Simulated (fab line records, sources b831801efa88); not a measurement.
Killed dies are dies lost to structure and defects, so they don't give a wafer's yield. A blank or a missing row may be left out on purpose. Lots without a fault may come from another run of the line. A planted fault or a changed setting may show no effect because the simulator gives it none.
fab line records | flow gf180mcu
record lots=5 wafers=15 last_day=34
route steps=602 shown V5@554 TOP_METAL@567
lots that met no fault: from a run of the same line without faults
start_h: hours from the record's first day to the start of the lot's first wafer shown | wait_h: hours since the lot's step before | " the same as in the row above | L1.1+2: a row that stands for several wafers | - no value, or no start given | * or withheld: withheld | < > ~ a bound
route shown NAME@n: a module of which the file shows steps, and the number in the route of the first | usual: mean/standard deviation of fault-free wafers | same: alike in all rows | chamber/n: place in a boat | sites: the reading at each site | _std_site: their standard deviation | _edge_site: outer sites' mean less inner sites' | radius_mm: how far each site lies from the wafer's centre | mask NAME#n: copy n | behind: the tool/chamber that last shaped the wafer | hold: why the lot was held/for how many hours/how that ended | device: the transistor (n, p or np) that didn't switch | end of line: the same wafers' tests at the end of the route | a step without rows: its recipe alone | killed: dies lost to structure and defects at the first sort, not the wafer's yield | map: a wafer's dies, x killed, . not, _ none there
set.NAME: the setting as run; set.NAME@STEP: as run at that earlier step | model.NAME: the simulator's own value behind a step, which no gauge read
lots at some steps of the route; a table a step, a row a wafer
services: from which hour (start_h, from the record's first day; less than 0 if before it) a tool's chamber was out of use, for how many hours, and why
## steps
# step GF_V5_CD_MEAS_14
# recipe target_cd_nm=260
# usual cd_nm=260.2/1.1
# columns lot.wafer tool chamber start_h wait_h cd_nm
L077.3 cd_sem-02 - 643.74 0.1 261.7
L077.5 " - " " 261.2
L077.6 " - " " 262.1
L079.1 cd_sem-01 - 662.54 0.1 260.4
L079.2 " - " " 260.6
L079.6 " - " " 260.3
L092.4 cd_sem-01 - 752.25 0.1 261.0
L092.5 " - " " 259.7
L092.6 " - " " 260.8
L094.2 cd_sem-01 - 766.97 0.1 261.1
L094.3 " - " " 261.7
L094.6 " - " " 260.5
L096.1 cd_sem-02 - 775.78 0.1 259.0
L096.5 " - " " 260.9
L096.6 " - " " 260.1
# step GF_V5_OVL_MEAS_15
# usual V5_OVL=4/5.5
# columns lot.wafer tool chamber start_h wait_h V5_OVL[nm]
L077.3 overlay-01 - 643.83 0.1 -5
L077.5 " - " " -2
L077.6 " - " " -2
L079.1 overlay-02 - 662.66 0.1 1
L079.2 " - " " -1
L079.6 " - " " 8
L092.4 overlay-02 - 752.33 0.1 0
L092.5 " - " " 4
L092.6 " - " " 6
L094.2 overlay-02 - 767.08 0.1 -2
L094.3 " - " " 0
L094.6 " - " " -4
L096.1 overlay-02 - 775.90 0.1 0
L096.5 " - " " 7
L096.6 " - " " 0
# step GF_V5_ETCH_16
# recipe chemistry=N2/H2 target_depth_a=withheld overetch_a=withheld time_s=withheld target=BARC ion_energy_ev=200 source_w=500 bias_w=100 pressure_mtorr=29.42 n2_flow_sccm=100 h2_flow_sccm=200
# usual drypump_motor_current_A=5.8/0.32 oes_product_au=0.855/0.0045 throttle_valve_pct=13.376/0.0096
# columns lot.wafer tool chamber start_h wait_h drypump_motor_current_A oes_product_au throttle_valve_pct
L077.3 rie_diel-01 1 643.85 0.0 5.9 0.853 13.377
L077.5 " 1 " " 6.0 0.849 13.380
L077.6 " 2 " " 6.3 0.851 13.384
L079.1 rie_diel-02 2 662.69 0.0 5.9 0.859 13.370
L079.2 " 1 " " 5.5 0.856 13.382
L079.6 " 3 " " 6.2 0.857 13.376
L092.4 rie_diel-01 1 752.35 0.0 6.0 0.849 13.375
L092.5 " 3 " " 6.4 0.855 13.374
L092.6 " 0 " " 5.8 0.858 13.367
L094.2 rie_diel-02 1 767.11 0.0 5.5 0.853 13.380
L094.3 " 2 " " 5.9 0.858 13.370
L094.6 " 1 " " 5.5 0.848 13.375
L096.1 rie_diel-02 3 775.94 0.0 6.2 0.858 13.382
L096.5 " 1 " " 5.5 0.852 13.373
L096.6 " 3 " " 6.2 0.850 13.358
# step GF_V5_ETCH_17
# recipe chemistry=C4F8/O2/Ar mask_material=KrF target=SiO2 stop_on=TiN source_w=1500 bias_w=1200 pressure_mtorr=40 c4f8_flow_sccm=withheld O2_flow_sccm=6 Ar_flow_sccm=300 time_s=withheld target_depth_a=8550
# usual oes_product_au=0.859/0.0044
# columns lot.wafer tool chamber start_h wait_h oes_product_au
L077.3 rie_diel-01 1 - - 0.861
L077.5 " 1 " " 0.859
L077.6 " 2 " " 0.861
L079.1 rie_diel-02 2 - - 0.852
L079.2 " 1 " " 0.863
L079.6 " 3 " " 0.860
L092.4 rie_diel-01 1 - - 0.856
L092.5 " 3 " " 0.855
L092.6 " 0 " " 0.857
L094.2 rie_diel-02 1 - - 0.861
L094.3 " 2 " " 0.861
L094.6 " 1 " " 0.868
L096.1 rie_diel-02 3 - - 0.863
L096.5 " 1 " " 0.856
L096.6 " 3 " " 0.850
# step GF_V5_STRIP_18
# recipe chemistry=O2/N2 power_w=1400 pressure_mtorr=1500 platen_temp_c=250 o2_flow_sccm=3000 n2_flow_sccm=300 overash_fraction=0.5
# usual drypump_motor_current_A=5.6/0.3 heater_power_w=331/34 oes_product_au=0.568/0.0051
# columns lot.wafer tool chamber start_h wait_h drypump_motor_current_A heater_power_w oes_product_au rf_hours_counter_h
L077.3 plasma_asher-03 1 644.04 - 5.3 326 0.562 -
L077.5 " 1 " " 5.3 318 0.568 -
L077.6 " 0 " " 5.4 334 0.560 -
L079.1 plasma_asher-01 1 662.84 - 5.3 367 0.566 85
L079.2 " 0 " " 6.0 291 0.561 85
L079.6 " 1 " " 5.4 370 0.563 -
L092.4 plasma_asher-04 0 752.54 - 5.9 296 0.566 -
L092.5 " 0 " " 5.9 295 0.566 -
L092.6 " 1 " " 5.9 370 0.566 -
L094.2 plasma_asher-04 0 767.26 - 5.9 290 0.568 67
L094.3 " 0 " " 5.9 291 0.566 -
L094.6 " 0 " " 5.9 295 0.563 -
L096.1 plasma_asher-03 0 776.09 - 5.4 331 0.565 37
L096.5 " 0 " " 5.3 346 0.559 -
L096.6 " 1 " " 5.4 323 0.568 -
# step GF_V5_STRIP_19
# recipe chemistry=post_etch_residue_remover time_s=1200 temp_c=72.5
# columns lot.wafer tool chamber start_h wait_h
L077.3+5+6 wet_bench-02 2 644.10 0.0
L079.1+2+6 wet_bench-04 1 662.94 0.1
L092.4+5+6 wet_bench-02 3 752.60 0.0
L094.2+3+6 wet_bench-02 1 767.41 0.1
L096.1+5+6 wet_bench-02 2 776.19 0.1
# step GF_V5_CLEAN_20
# recipe chemistry=DIW dry=n2_spin
# columns lot.wafer tool chamber start_h wait_h
L077.3+5+6 wet_bench-04 0 644.48 0.0
L079.1+2+6 wet_bench-02 3 663.35 0.0
L092.4+5+6 wet_bench-04 2 752.94 0.0
L094.2+3+6 wet_bench-04 3 767.75 0.0
L096.1+5+6 wet_bench-04 1 776.53 0.0
# step GF_V5_SPUTTER_21
# recipe material=Ti target_thk_nm=15 chamber_pressure_pa=5 power_w=2500 substrate_temp_c=200 time_s=80.02
# usual throttle_valve_pct=29.9/1.1
# columns lot.wafer tool chamber start_h wait_h throttle_valve_pct
L077.3 pvd_sputter-04 - 644.57 0.0 29.5
L077.5 " - " " 29.6
L077.6 " - " " 29.6
L079.1 pvd_sputter-02 - 663.44 0.0 30.0
L079.2 " - " " 28.2
L079.6 " - " " 30.5
L092.4 pvd_sputter-04 - 753.04 0.0 31.5
L092.5 " - " " 29.8
L092.6 " - " " 29.4
L094.2 pvd_sputter-04 - 767.84 0.0 31.8
L094.3 " - " " 29.4
L094.6 " - " " 28.1
L096.1 pvd_sputter-04 - 776.63 0.0 27.9
L096.5 " - " " 28.1
L096.6 " - " " 31.8
# step GF_V5_SPUTTER_22
# recipe material=TiN target_thk_nm=10 chamber_pressure_pa=5 power_w=4000 time_s=40
# usual throttle_valve_pct=29.9/1.1
# columns lot.wafer tool chamber start_h wait_h throttle_valve_pct
L077.3 pvd_sputter-04 - 644.63 0.0 29.3
L077.5 " - " " 29.7
L077.6 " - " " 29.8
L079.1 pvd_sputter-02 - 663.50 0.0 29.9
L079.2 " - " " 28.0
L079.6 " - " " 30.3
L092.4 pvd_sputter-04 - 753.10 0.0 31.6
L092.5 " - " " 29.7
L092.6 " - " " 29.5
L094.2 pvd_sputter-04 - 767.90 0.0 31.3
L094.3 " - " " 29.3
L094.6 " - " " 28.0
L096.1 pvd_sputter-04 - 776.69 0.0 28.3
L096.5 " - " " 28.1
L096.6 " - " " 31.5
# step GF_V5_CVD_23
# recipe material=W target_thk_nm=350 time_s=104.9 temp_c=400 pressure_torr=40
# usual chamber_pressure_Torr=40.00/0.096 heater_power_w=832/110
# columns lot.wafer tool chamber start_h wait_h chamber_pressure_Torr heater_power_w
L077.3 cvd_w-02 1 644.71 0.1 39.98 794
L077.5 " 0 " " 40.08 779
L077.6 " 1 " " 40.11 800
L079.1 cvd_w-02 0 663.54 0.0 40.00 772
L079.2 " 1 " " 39.93 782
L079.6 " 0 " " 40.04 776
L092.4 cvd_w-01 1 753.25 0.1 39.97 736
L092.5 " 1 " " 39.93 740
L092.6 " 1 " " 39.90 738
L094.2 cvd_w-01 1 767.94 0.0 39.88 730
L094.3 " 1 " " 40.05 752
L094.6 " 1 " " 39.87 729
L096.1 cvd_w-02 1 776.73 0.0 40.04 813
L096.5 " 0 " " 40.06 768
L096.6 " 1 " " 40.07 792
# step GF_V5_RS_MEAS_24
# recipe thk_meas_gauge=four-point-probe reads=W_of_V5_CVD_23+TiN_of_V5_SPUTTER_22+Ti_of_V5_SPUTTER_21
# usual V5_W_RS=0.329/0.004
# columns lot.wafer tool chamber start_h wait_h V5_W_RS[ohm/sq]
L077.3 film_metro-04 - 644.82 0.1 0.329
L077.5 " - " " 0.330
L077.6 " - " " 0.328
L079.1 film_metro-02 - 663.66 0.1 0.328
L079.2 " - " " 0.328
L079.6 " - " " 0.328
L092.4 film_metro-04 - 753.42 0.1 0.326
L092.5 " - " " 0.322
L092.6 " - " " 0.324
L094.2 film_metro-04 - 768.07 0.1 0.327
L094.3 " - " " 0.325
L094.6 " - " " 0.325
L096.1 film_metro-02 - 776.84 0.1 0.332
L096.5 " - " " 0.332
L096.6 " - " " 0.338
# step GF_V5_THK_MEAS_25
# recipe thk_meas_gauge=xrf reads=W_of_V5_CVD_23
# usual V5_W_THK=348/7.7
# columns lot.wafer tool chamber start_h wait_h V5_W_THK[nm]
L077.3 film_metro-04 - 644.92 0.1 345
L077.5 " - " " 344
L077.6 " - " " 347
L079.1 film_metro-02 - 663.78 0.1 356
L079.2 " - " " 355
L079.6 " - " " 358
L092.4 film_metro-04 - 753.51 0.1 348
L092.5 " - " " 349
L092.6 " - " " 348
L094.2 film_metro-04 - 768.18 0.1 352
L094.3 " - " " 355
L094.6 " - " " 354
L096.1 film_metro-02 - 776.96 0.1 353
L096.5 " - " " 352
L096.6 " - " " 345
# step GF_V5_CMP_26
# recipe stop_on=SiO2 down_force_psi=3.5 platen_rpm=60 t_overpolish_s=15 target_thk_nm=0 pad_velocity_m_s=0.94248
# usual motor_current_A=10.5/0.75 overpolish_run_s=15.001/0.011 time_to_endpoint_s=83.0/2.8
# columns lot.wafer tool chamber start_h wait_h motor_current_A overpolish_run_s time_to_endpoint_s
L077.3 cmp-01 1 645.11 0.2 10.3 15.000 86.4
L077.6 " 2 " " 10.3 15.025 83.6
L077.5 " 3 " " 10.2 15.011 85.5
L079.1 cmp-02 0 663.89 0.1 10.5 14.988 80.5
L079.2 " 2 " " 11.2 15.007 82.0
L079.6 " 0 " " 10.7 15.006 81.4
L092.4 cmp-02 0 753.64 0.1 10.0 15.028 79.6
L092.6 " 2 " " 10.8 15.013 78.7
L092.5 " 3 " " 10.2 15.014 85.4
L094.2 cmp-01 0 768.37 0.2 11.4 15.005 82.4
L094.3 " 1 " " 10.0 15.004 83.0
L094.6 " 3 " " 10.1 14.990 86.9
L096.1 cmp-02 2 777.12 0.1 10.7 15.000 79.2
L096.6 " 0 " " 10.5 14.986 78.9
L096.5 " 1 " " 9.4 14.997 84.7
# step GF_TOP_METAL_SPUTTER_00
# recipe material=Ti target_thk_nm=37.5 arriving_ion_energy_ev=80 substrate_temp_c=200 chamber_pressure_pa=2 power_w=4000 time_s=150
# usual throttle_valve_pct=29.9/1.1
# columns lot.wafer tool chamber start_h wait_h throttle_valve_pct
L077.3 pvd_sputter-01 - 645.26 0.1 29.0
L077.5 " - " " 30.3
L077.6 " - " " 31.4
L079.1 pvd_sputter-01 - 664.14 0.2 31.1
L079.2 " - " " 29.3
L079.6 " - " " 31.3
L092.4 pvd_sputter-04 - 753.84 0.1 28.2
L092.5 " - " " 29.6
L092.6 " - " " 28.0
L094.2 pvd_sputter-01 - 768.57 0.1 30.2
L094.3 " - " " 29.3
L094.6 " - " " 30.1
L096.1 pvd_sputter-03 - 777.32 0.1 29.4
L096.5 " - " " 29.3
L096.6 " - " " 30.3
# step GF_TOP_METAL_SPUTTER_01
# recipe material=TiN target_thk_nm=30 power_w=6500 time_s=25 chamber_pressure_pa=0.4
# usual throttle_valve_pct=29.9/1.1
# columns lot.wafer tool chamber start_h wait_h throttle_valve_pct
L077.3 pvd_sputter-01 - 645.36 0.1 29.0
L077.5 " - " " 30.2
L077.6 " - " " 31.4
L079.1 pvd_sputter-01 - 664.24 0.1 30.8
L079.2 " - " " 29.2
L079.6 " - " " 31.2
L092.4 pvd_sputter-04 - 753.94 0.1 27.9
L092.5 " - " " 29.4
L092.6 " - " " 28.1
L094.2 pvd_sputter-01 - 768.67 0.1 30.1
L094.3 " - " " 29.0
L094.6 " - " " 30.0
L096.1 pvd_sputter-03 - 777.42 0.1 29.4
L096.5 " - " " 29.1
L096.6 " - " " 30.5
# step GF_TOP_METAL_SPUTTER_02
# recipe material=AlCu target_thk_nm=900 power_w=10600 chamber_pressure_pa=0.3 substrate_temp_c=250 gas=Ar time_s=47.82
# usual throttle_valve_pct=29.9/1.1
# columns lot.wafer tool chamber start_h wait_h throttle_valve_pct
L077.3 pvd_sputter-01 - 645.39 0.0 29.1
L077.5 " - " " 30.3
L077.6 " - " " 31.4
L079.1 pvd_sputter-01 - 664.27 0.0 30.7
L079.2 " - " " 28.6
L079.6 " - " " 31.6
L092.4 pvd_sputter-04 - 753.97 0.0 28.3
L092.5 " - " " 29.3
L092.6 " - " " 28.3
L094.2 pvd_sputter-01 - 768.70 0.0 30.1
L094.3 " - " " 29.1
L094.6 " - " " 30.1
L096.1 pvd_sputter-03 - 777.45 0.0 29.3
L096.5 " - " " 29.0
L096.6 " - " " 30.0
# step GF_TOP_METAL_SPUTTER_03
# recipe material=Ti target_thk_nm=5 substrate_temp_c=300 chamber_pressure_pa=0.3 power_w=3000 time_s=3.3
# usual throttle_valve_pct=29.9/1.1
# columns lot.wafer tool chamber start_h wait_h throttle_valve_pct
L077.3 pvd_sputter-01 - 645.43 0.0 28.9
L077.5 " - " " 30.2
L077.6 " - " " 31.3
L079.1 pvd_sputter-01 - 664.31 0.0 30.9
L079.2 " - " " 28.9
L079.6 " - " " 31.5
L092.4 pvd_sputter-04 - 754.01 0.0 28.2
L092.5 " - " " 29.6
L092.6 " - " " 28.1
L094.2 pvd_sputter-01 - 768.74 0.0 30.0
L094.3 " - " " 29.0
L094.6 " - " " 30.1
L096.1 pvd_sputter-03 - 777.49 0.0 29.2
L096.5 " - " " 29.4
L096.6 " - " " 30.2
# step GF_TOP_METAL_SPUTTER_04
# recipe material=TiN target_thk_nm=25 power_w=6500 time_s=20.8 chamber_pressure_pa=0.4
# usual throttle_valve_pct=29.9/1.1
# columns lot.wafer tool chamber start_h wait_h throttle_valve_pct
L077.3 pvd_sputter-01 - 645.45 0.0 29.1
L077.5 " - " " 30.2
L077.6 " - " " 31.2
L079.1 pvd_sputter-01 - 664.33 0.0 31.0
L079.2 " - " " 29.0
L079.6 " - " " 31.2
L092.4 pvd_sputter-04 - 754.03 0.0 28.0
L092.5 " - " " 29.6
L092.6 " - " " 28.1
L094.2 pvd_sputter-01 - 768.76 0.0 29.9
L094.3 " - " " 29.1
L094.6 " - " " 30.0
L096.1 pvd_sputter-03 - 777.51 0.0 29.3
L096.5 " - " " 29.0
L096.6 " - " " 30.2
# step GF_TOP_METAL_RS_MEAS_05
# recipe thk_meas_gauge=four-point-probe reads=TiN_of_TOP_METAL_SPUTTER_04+Ti_of_TOP_METAL_SPUTTER_03+AlCu_of_TOP_METAL_SPUTTER_02+TiN_of_TOP_METAL_SPUTTER_01+Ti_of_TOP_METAL_SPUTTER_00
# usual TOP_METAL_ALCU_RS=0.0328/0.00036
# columns lot.wafer tool chamber start_h wait_h TOP_METAL_ALCU_RS[ohm/sq]
L077.3 film_metro-01 - 645.52 0.1 0.0331
L077.5 " - " " 0.0335
L077.6 " - " " 0.0331
L079.1 film_metro-02 - 664.36 0.0 0.0330
L079.2 " - " " 0.0331
L079.6 " - " " 0.0332
L092.4 film_metro-02 - 754.12 0.1 0.0327
L092.5 " - " " 0.0329
L092.6 " - " " 0.0327
L094.2 film_metro-01 - 768.81 0.0 0.0324
L094.3 " - " " 0.0327
L094.6 " - " " 0.0328
L096.1 film_metro-04 - 777.54 0.0 0.0328
L096.5 " - " " 0.0324
L096.6 " - " " 0.0331
# step GF_TOP_METAL_THK_MEAS_06
# recipe thk_meas_gauge=xrf reads=AlCu_of_TOP_METAL_SPUTTER_02
# usual TOP_METAL_ALCU_THK=905/11
# columns lot.wafer tool chamber start_h wait_h TOP_METAL_ALCU_THK[nm]
L077.3 film_metro-01 - 645.62 0.1 899
L077.5 " - " " 885
L077.6 " - " " 898
L079.1 film_metro-02 - 664.48 0.1 895
L079.2 " - " " 900
L079.6 " - " " 891
L092.4 film_metro-02 - 754.21 0.1 905
L092.5 " - " " 910
L092.6 " - " " 911
L094.2 film_metro-01 - 768.92 0.1 916
L094.3 " - " " 905
L094.6 " - " " 907
L096.1 film_metro-04 - 777.66 0.1 898
L096.5 " - " " 913
L096.6 " - " " 887
# step GF_TOP_METAL_DEHYDRATE_07
# recipe temp_c=200 time_s=60
# usual exhaust_pa=45.1/1 heater_power_total_W=160.38/0.13 resist_line_temp_C=22.99/0.087
# columns lot.wafer tool chamber start_h wait_h exhaust_pa heater_power_total_W resist_line_temp_C
L077.3 litho_track-04 0 653.99 8.4 44.3 160.16 22.88
L077.5 " 0 " " 45.3 160.30 23.06
L077.6 " 0 " " 44.7 160.14 23.04
L079.1 litho_track-02 0 672.59 8.1 45.1 160.45 23.10
L079.2 " 0 " " 44.8 160.38 23.00
L079.6 " 0 " " 44.2 160.47 23.15
L092.4 litho_track-01 0 762.52 8.3 44.0 160.24 23.11
L092.5 " 0 " " 44.7 160.57 23.15
L092.6 " 0 " " 44.7 160.39 23.00
L094.2 litho_track-04 0 775.87 6.9 45.7 160.48 22.94
L094.3 " 0 " " 46.4 160.33 22.99
L094.6 " 0 " " 45.7 160.50 23.06
L096.1 litho_track-01 0 784.75 7.1 43.9 160.43 22.92
L096.5 " 0 " " 45.7 160.46 22.84
L096.6 " 0 " " 44.4 160.22 22.96
# step GF_TOP_METAL_HMDS_08
# recipe prime_time_s=60 prime_temp_c=120
# usual exhaust_pa=44.7/0.81 resist_line_temp_C=22.99/0.11
# columns lot.wafer tool chamber start_h wait_h exhaust_pa resist_line_temp_C
L077.3 litho_track-04 0 654.14 0.1 43.9 23.11
L077.5 " 0 " " 44.2 22.96
L077.6 " 0 " " 43.7 23.15
L079.1 litho_track-02 0 672.74 0.1 45.1 22.91
L079.2 " 0 " " 45.5 22.90
L079.6 " 0 " " 46.6 22.80
L092.4 litho_track-01 0 762.67 0.1 44.6 22.80
L092.5 " 0 " " 45.6 23.02
L092.6 " 0 " " 46.2 23.01
L094.2 litho_track-04 0 776.02 0.1 44.8 23.09
L094.3 " 0 " " 45.0 23.04
L094.6 " 0 " " 44.3 23.05
L096.1 litho_track-01 0 784.90 0.1 43.9 22.96
L096.5 " 0 " " 45.1 23.04
L096.6 " 0 " " 45.4 22.95
# step GF_TOP_METAL_COAT_09
# recipe resist=NOVOLAK spin_rpm=3000 resist_thk_nm=1500
# usual exhaust_pa=45.0/0.88 resist_line_temp_C=23.01/0.11
# columns lot.wafer tool chamber start_h wait_h exhaust_pa resist_line_temp_C
L077.3 litho_track-04 0 654.29 0.1 45.0 23.12
L077.5 " 0 " " 43.8 23.28
L077.6 " 0 " " 46.2 23.21
L079.1 litho_track-02 0 672.89 0.1 44.2 23.01
L079.2 " 0 " " 45.3 23.02
L079.6 " 0 " " 45.4 22.99
L092.4 litho_track-01 0 762.82 0.1 44.6 23.05
L092.5 " 0 " " 45.1 23.04
L092.6 " 0 " " 44.8 22.98
L094.2 litho_track-04 0 776.17 0.1 46.5 22.98
L094.3 " 0 " " 45.3 23.13
L094.6 " 0 " " 45.8 22.92
L096.1 litho_track-01 0 785.05 0.1 44.7 23.13
L096.5 " 0 " " 45.2 23.02
L096.6 " 0 " " 44.0 23.09
# step GF_TOP_METAL_SOFTBAKE_10
# recipe temp_c=90 time_s=60 resist=NOVOLAK
# usual exhaust_pa=44.9/0.93 heater_power_total_W=56.60/0.043 resist_line_temp_C=23.01/0.11
# columns lot.wafer tool chamber start_h wait_h exhaust_pa heater_power_total_W resist_line_temp_C
L077.3 litho_track-04 0 654.44 0.1 45.5 56.64 22.81
L077.5 " 0 " " 45.6 56.65 23.08
L077.6 " 0 " " 45.6 56.67 22.95
L079.1 litho_track-02 0 673.04 0.1 44.1 56.65 22.98
L079.2 " 0 " " 46.2 56.55 22.89
L079.6 " 0 " " 44.2 56.67 22.94
L092.4 litho_track-01 0 762.97 0.1 46.0 56.64 23.04
L092.5 " 0 " " 46.5 56.63 22.87
L092.6 " 0 " " 44.8 56.59 22.93
L094.2 litho_track-04 0 776.32 0.1 44.2 56.63 22.99
L094.3 " 0 " " 44.6 56.58 23.16
L094.6 " 0 " " 44.9 56.60 22.96
L096.1 litho_track-01 0 785.20 0.1 45.6 56.58 22.73
L096.5 " 0 " " 45.4 56.57 22.80
L096.6 " 0 " " 44.8 56.62 22.99
# step GF_TOP_METAL_EXPOSE_11
# recipe mask_id=MetalTop target_cd_nm=440 na=0.6 source_shape=conventional sigma_outer=0.6 dose_mj=170
# columns lot.wafer tool chamber start_h wait_h mask
L077.3+5+6 iline_stepper-01 0 - - MetalTop#0
L079.1+2+6 iline_stepper-01 0 - - MetalTop#0
L092.4+5+6 iline_stepper-01 0 - - MetalTop#0
L094.2+3+6 iline_stepper-02 0 - - MetalTop#0
L096.1+5+6 iline_stepper-01 0 - - MetalTop#0
# step GF_TOP_METAL_PEB_12
# recipe temp_c=withheld time_s=* resist=NOVOLAK
# usual exhaust_pa=45.0/0.86 resist_line_temp_C=*
# columns lot.wafer tool chamber start_h wait_h exhaust_pa resist_line_temp_C
L077.3 litho_track-04 0 - - 43.9 *
L077.5 " 0 " " 44.7 *
L077.6 " 0 " " 45.5 *
L079.1 litho_track-04 0 - - 45.0 *
L079.2 " 0 " " 44.8 *
L079.6 " 0 " " 46.0 *
L092.4 litho_track-04 0 - - 45.1 *
L092.5 " 0 " " 45.1 *
L092.6 " 0 " " 43.8 *
L094.2 litho_track-04 0 - - 44.6 *
L094.3 " 0 " " 44.7 *
L094.6 " 0 " " 44.9 *
L096.1 litho_track-04 0 - - 44.5 *
L096.5 " 0 " " 45.2 *
L096.6 " 0 " " 44.7 *
# step GF_TOP_METAL_DEVELOP_13
# recipe develop_time_s=58.26 dev_temp_c=23
# usual exhaust_pa=45.0/0.83 resist_line_temp_C=23.01/0.11
# columns lot.wafer tool chamber start_h wait_h exhaust_pa resist_line_temp_C
L077.3 litho_track-04 0 664.94 0.1 45.5 23.07
L077.5 " 0 " " 44.4 23.07
L077.6 " 0 " " 44.6 22.94
L079.1 litho_track-04 0 682.29 0.1 44.4 23.09
L079.2 " 0 " " 43.9 22.93
L079.6 " 0 " " 45.8 23.11
L092.4 litho_track-04 0 770.02 0.1 44.2 23.05
L092.5 " 0 " " 44.3 22.99
L092.6 " 0 " " 45.5 23.11
L094.2 litho_track-04 0 784.42 0.1 45.7 22.81
L094.3 " 0 " " 46.7 23.09
L094.6 " 0 " " 44.9 23.01
L096.1 litho_track-04 0 792.14 0.1 43.4 23.06
L096.5 " 0 " " 44.5 23.00
L096.6 " 0 " " 43.9 22.91
# step GF_TOP_METAL_CD_MEAS_14
# recipe target_cd_nm=440
# usual cd_nm=439.7/2.5
# columns lot.wafer tool chamber start_h wait_h cd_nm
L077.3 cd_sem-01 - 665.08 0.1 434.7
L077.5 " - " " 435.6
L077.6 " - " " 435.6
L079.1 cd_sem-02 - 682.44 0.1 437.8
L079.2 " - " " 435.7
L079.6 " - " " 437.5
L092.4 cd_sem-01 - 770.15 0.1 434.8
L092.5 " - " " 437.9
L092.6 " - " " 436.6
L094.2 cd_sem-02 - 784.56 0.1 443.0
L094.3 " - " " 440.1
L094.6 " - " " 442.3
L096.1 cd_sem-02 - 792.29 0.1 440.8
L096.5 " - " " 441.7
L096.6 " - " " 441.1
# step GF_TOP_METAL_OVL_MEAS_15
# usual TOP_METAL_OVL=-0.3/1.6
# columns lot.wafer tool chamber start_h wait_h TOP_METAL_OVL[nm]
L077.3 overlay-01 - 665.18 0.1 1.4
L077.5 " - " " 1.4
L077.6 " - " " 0.6
L079.1 overlay-02 - 682.56 0.1 -0.2
L079.2 " - " " 0.2
L079.6 " - " " -2.3
L092.4 overlay-02 - 770.23 0.1 -1.8
L092.5 " - " " -3.3
L092.6 " - " " -3.0
L094.2 overlay-01 - 784.67 0.1 2.5
L094.3 " - " " 0.5
L094.6 " - " " -2.5
L096.1 overlay-02 - 792.41 0.1 -2.0
L096.5 " - " " -3.7
L096.6 " - " " -1.8
# step GF_TOP_METAL_METAL_ETCH_16
# recipe chemistry=Cl2/BCl3 mask_material=NOVOLAK target_depth_nm=1077.5 stop_on=SiO2 pressure_mtorr=8 icp_w=800 bias_w=140 Cl2_flow_sccm=80 bcl3_flow_sccm=40 time_s=179.6
# usual drypump_motor_current_A=5.6/0.48 oes_product_au=0.965/0.0067 throttle_valve_pct=28.258/0.012
# columns lot.wafer tool chamber start_h wait_h drypump_motor_current_A oes_product_au rf_hours_counter_h throttle_valve_pct
L077.3 rie_metal-02 0 665.26 0.1 5.7 0.962 - 28.257
L077.5 " 0 " " 5.7 0.954 - 28.265
L077.6 " 1 " " 5.0 0.969 - 28.253
L079.1 rie_metal-02 1 682.60 0.0 5.0 0.967 6 28.270
L079.2 " 0 " " 5.7 0.964 11 28.293
L079.6 " 0 " " 5.7 0.964 - 28.273
L092.4 rie_metal-02 1 770.31 0.1 5.0 0.959 - 28.248
L092.5 " 1 " " 5.0 0.963 - 28.265
L092.6 " 0 " " 5.7 0.964 - 28.264
L094.2 rie_metal-02 1 784.70 0.0 5.0 0.967 11 28.243
L094.3 " 1 " " 5.0 0.956 - 28.266
L094.6 " 1 " " 5.0 0.966 - 28.249
L096.1 rie_metal-01 0 792.45 0.0 5.8 0.970 8 28.258
L096.5 " 0 " " 5.8 0.967 - 28.239
L096.6 " 1 " " 5.9 0.960 - 28.264
# step GF_TOP_METAL_STRIP_17
# recipe chemistry=O2/N2 power_w=1400 pressure_mtorr=1500 platen_temp_c=250 o2_flow_sccm=3000 n2_flow_sccm=300 overash_fraction=0.5
# usual drypump_motor_current_A=5.5/0.33 heater_power_w=309/39 oes_product_au=0.710/0.0043 strip_time_to_endpoint_s=13.51/0.087
# columns lot.wafer tool chamber start_h wait_h drypump_motor_current_A heater_power_w oes_product_au rf_hours_counter_h strip_time_to_endpoint_s
L077.3 plasma_asher-02 1 665.41 0.1 5.0 255 0.709 - 13.46
L077.5 " 1 " " 4.9 261 0.706 - 13.48
L077.6 " 0 " " 5.7 280 0.705 - 13.45
L079.1 plasma_asher-04 0 682.78 0.1 5.9 290 0.710 57 13.64
L079.2 " 1 " " 5.9 366 0.706 57 13.63
L079.6 " 0 " " 5.9 291 0.711 - 13.65
L092.4 plasma_asher-02 1 770.46 0.1 4.9 245 0.709 - 13.59
L092.5 " 1 " " 5.0 241 0.713 - 13.54
L092.6 " 0 " " 5.6 278 0.711 - 13.55
L094.2 plasma_asher-04 0 784.87 0.1 5.9 298 0.711 68 13.49
L094.3 " 1 " " 5.9 359 0.711 - 13.41
L094.6 " 1 " " 5.9 368 0.714 - 13.49
L096.1 plasma_asher-02 0 792.62 0.1 5.6 285 0.714 5 13.58
L096.5 " 1 " " 5.0 236 0.707 - 13.50
L096.6 " 0 " " 5.6 273 0.717 - 13.42
# step GF_TOP_METAL_STRIP_18
# recipe chemistry=post_etch_residue_remover time_s=1200 temp_c=72.5
# columns lot.wafer tool chamber start_h wait_h
L077.3+5+6 wet_bench-02 0 665.48 0.0
L079.1+2+6 wet_bench-03 1 682.88 0.1
L092.4+5+6 wet_bench-03 3 770.52 0.0
L094.2+3+6 wet_bench-01 3 784.97 0.1
L096.1+5+6 wet_bench-02 1 792.72 0.1
# step GF_TOP_METAL_CLEAN_19
# recipe chemistry=DIW dry=n2_spin
# columns lot.wafer tool chamber start_h wait_h
L077.3+5+6 wet_bench-03 1 665.82 0.0
L079.1+2+6 wet_bench-02 3 683.25 0.0
L092.4+5+6 wet_bench-01 0 770.90 0.0
L094.2+3+6 wet_bench-01 0 785.35 0.0
L096.1+5+6 wet_bench-03 2 793.13 0.0
## services
# columns tool chamber start_h hours kind
rie_diel-02 - 621.56 0.8 repair
iline_stepper-01 - 624.33 11.4 repair
pvd_sputter-02 - 632.04 21.4 repair
plasma_asher-04 - 645.74 2.8 pm
rie_diel-01 - 651.45 0.3 repair
plasma_asher-04 - 660.83 4.7 repair
rie_diel-01 2 661.21 4.7 repair
cmp-01 - 661.52 4.0 pm
rie_diel-01 0 662.68 5.0 repair
cmp-02 - 667.25 4.3 pm
cmp-01 - 676.16 0.7 repair
rie_diel-02 1 710.95 3.7 repair
rie_diel-02 1 715.68 1.7 repair
cvd_w-02 0 724.04 24.1 repair
plasma_asher-02 - 733.75 9.0 pm
cmp-02 - 744.00 4.0 pm
rie_diel-01 3 754.31 2.7 repair
cvd_w-02 - 755.27 0.9 repair
rie_diel-02 0 764.30 5.3 repair
wet_bench-01 - 764.53 1.4 repair
rie_diel-02 2 776.64 2.4 repair
iline_stepper-01 - 776.97 1.7 pm
rie_diel-02 1 789.67 11.6 repair
cmp-02 - 792.20 0.2 repair
## key
fault none
